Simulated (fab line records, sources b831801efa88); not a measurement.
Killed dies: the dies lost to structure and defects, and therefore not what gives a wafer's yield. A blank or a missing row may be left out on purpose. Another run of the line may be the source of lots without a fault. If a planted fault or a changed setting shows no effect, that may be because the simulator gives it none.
A struck lot beside a sound one + flow sky130 + 21 out of 708 route steps
Sound: the wafers L309.1, L309.2, L309.4. Wafers struck: L314.1, L314.2, L314.3. At the end, the cause is stated.
At each step with rows: each side's tool, then ch and its chambers, then its first start. Under that, the readings that differ: sound wafers + struck wafers + difference of the means + sigmas: that difference in standard deviations of wafers without a fault.
alike: readings whose means differ by less than 2 such deviations, and words and numbers that are the same on both sides. not compared: withheld readings, readings that some wafer has no value for, bounds like >300 that may hide the same value, and numbers for which the record gives no deviation and whose values overlap.
The two part at a step that has a row with sigmas, a row that says differs or no value, or rows on one side only. Numbers that don't overlap but have no deviation are shown without sigmas and don't part them. Lack of a reading on every wafer of one side parts them only where that side has two or more wafers.

first, 1 step without rows for these wafers: SKY_GATE_OXIDE_DEVELOP_09 (develop time 60 s).
SKY_GATE_OXIDE_OVL_MEAS_10:
  sound on overlay-02 at day 18 16:52; struck on overlay-02 at day 20 08:26
  alike: GATE_OXIDE_OVL
then, 2 steps without rows for these wafers: SKY_GATE_OXIDE_IMPLANT_11; SKY_GATE_OXIDE_WET_ETCH_12 (etches SiO2 in dHF, target depth 16.8 nm, time 336 s).
SKY_GATE_OXIDE_STRIP_13: strips in O2/N2.
  sound on plasmaAsher-02 ch 0,1, day 18 17:09; struck on plasmaAsher-01 ch 0,1, day 20 08:43
| reading                  | sound             | struck            | difference | sigmas |
|--------------------------|-------------------|-------------------|------------|--------|
| stripTimeToEndpointS (s) | 14.14 14.18 14.18 | 14.25 14.25 14.25 | +0.08      | +2     |
  alike: drypumpMotorCurrentA, n2FlowSccm, oesProductAu
  not compared: rfHoursCounterH
SKY_GATE_OXIDE_TW_MEAS_14:
  sound on filmMetro-03 at day 18 17:15; struck on filmMetro-04 at day 20 08:49
  alike: GATE_OXIDE_TW
then, 3 steps without rows for these wafers: SKY_GATE_OXIDE_CLEAN_15 (cleans in SC1/SC2, time 150 s); SKY_GATE_OXIDE_OXIDATION_16 (stabilise 600 s, purge 300 s, target thk 3.57 nm); SKY_POLY_GATE_CVD_00 (deposits poly-Si, target thk 180 nm, time 720 s).
SKY_POLY_GATE_THK_MEAS_01:
  sound on filmMetro-04 at day 18 22:34; struck on filmMetro-03 at day 20 12:55
  alike: POLY_GATE_CVD_00_THK
then, 2 steps without rows for these wafers: SKY_RES_PROTECT_DEHYDRATE_00 (time 60 s); SKY_RES_PROTECT_HMDS_01 (prime time 60 s).
SKY_RES_PROTECT_COAT_02: resist thk 1140 nm.
  sound on lithoTrack-03 ch 0, day 19 13:35; struck on lithoTrack-03 ch 0, day 21 03:44
| reading                                         | sound                | struck               | difference | sigmas      |
|-------------------------------------------------|----------------------|----------------------|------------|-------------|
| spinSpeedRpm (rpm)                              | 2999.7 3002.7 3000.1 | 2799.9 2798.7 2798.9 | -201.7     | -99 or more |
| model.NOVOLAK_of_RES_PROTECT_COAT_02.thkNm (nm) | 1141 1144 1146       | 1182 1178 1180       | +36        |             |
  alike: resistLineTempC
then, 3 steps without rows for these wafers: SKY_RES_PROTECT_SOFTBAKE_03 (time 60 s); SKY_RES_PROTECT_EXPOSE_04 (exposes mask RPM, target cd 1270 nm); SKY_RES_PROTECT_PEB_05.
SKY_RES_PROTECT_DEVELOP_06: develop time 60 s.
  sound on lithoTrack-01 ch 0, day 20 04:28; struck on lithoTrack-01 ch 0, day 21 18:55
| reading                                         | sound          | struck         | difference | sigmas |
|-------------------------------------------------|----------------|----------------|------------|--------|
| model.NOVOLAK_of_RES_PROTECT_COAT_02.thkNm (nm) | 1141 1144 1145 | 1181 1178 1179 | +36        |        |
  alike: resistLineTempC
then, 1 step without rows for these wafers: SKY_POLY_GATE_IMPLANT_02.
SKY_RES_PROTECT_STRIP_07: strips in O2/N2.
  sound on plasmaAsher-03 ch 0,1, day 20 04:46; struck on plasmaAsher-01 ch 0,1, day 21 19:13
| reading                  | sound             | struck            | difference | sigmas |
|--------------------------|-------------------|-------------------|------------|--------|
| stripTimeToEndpointS (s) | 23.30 23.34 23.34 | 23.69 23.68 23.67 | +0.35      | +9     |
  alike: drypumpMotorCurrentA, n2FlowSccm, oesProductAu
  not compared: rfHoursCounterH
SKY_RES_PROTECT_TW_MEAS_08:
  sound on filmMetro-02 at day 20 04:52; struck on filmMetro-02 at day 21 19:19
  alike: POLY_GATE_TW
-- a jump in the record: the struck wafers' starts before and after are 28 days apart (it breaks off in module RES_PROTECT and resumes in module PAD_OPEN, where the first step shown is number 708 of the route) --
SKY_PAD_OPEN_PROBE_99:
  sound on prober-01 at day 49 08:21; struck on prober-02 at day 50 03:29
| reading            | sound    | struck   | difference | sigmas |
|--------------------|----------|----------|------------|--------|
| killed_at_M0_to_M3 | 37 28 40 | 51 64 52 | +21        | +3     |
| killedDies         | 67 64 75 | 96 99 98 | +29        | +3     |
| killedOpen         | 35 34 40 | 56 56 51 | +18        | +2     |
  alike: killed_at_M4_up, killedAtContacts, killedAtFrontEnd, killedAtOther, killedOnRim, killedShort

## WHERE THEY PART
Earliest at SKY_GATE_OXIDE_STRIP_13; latest, in this record, at SKY_PAD_OPEN_PROBE_99.

WHY: whatever the simulator had introduced
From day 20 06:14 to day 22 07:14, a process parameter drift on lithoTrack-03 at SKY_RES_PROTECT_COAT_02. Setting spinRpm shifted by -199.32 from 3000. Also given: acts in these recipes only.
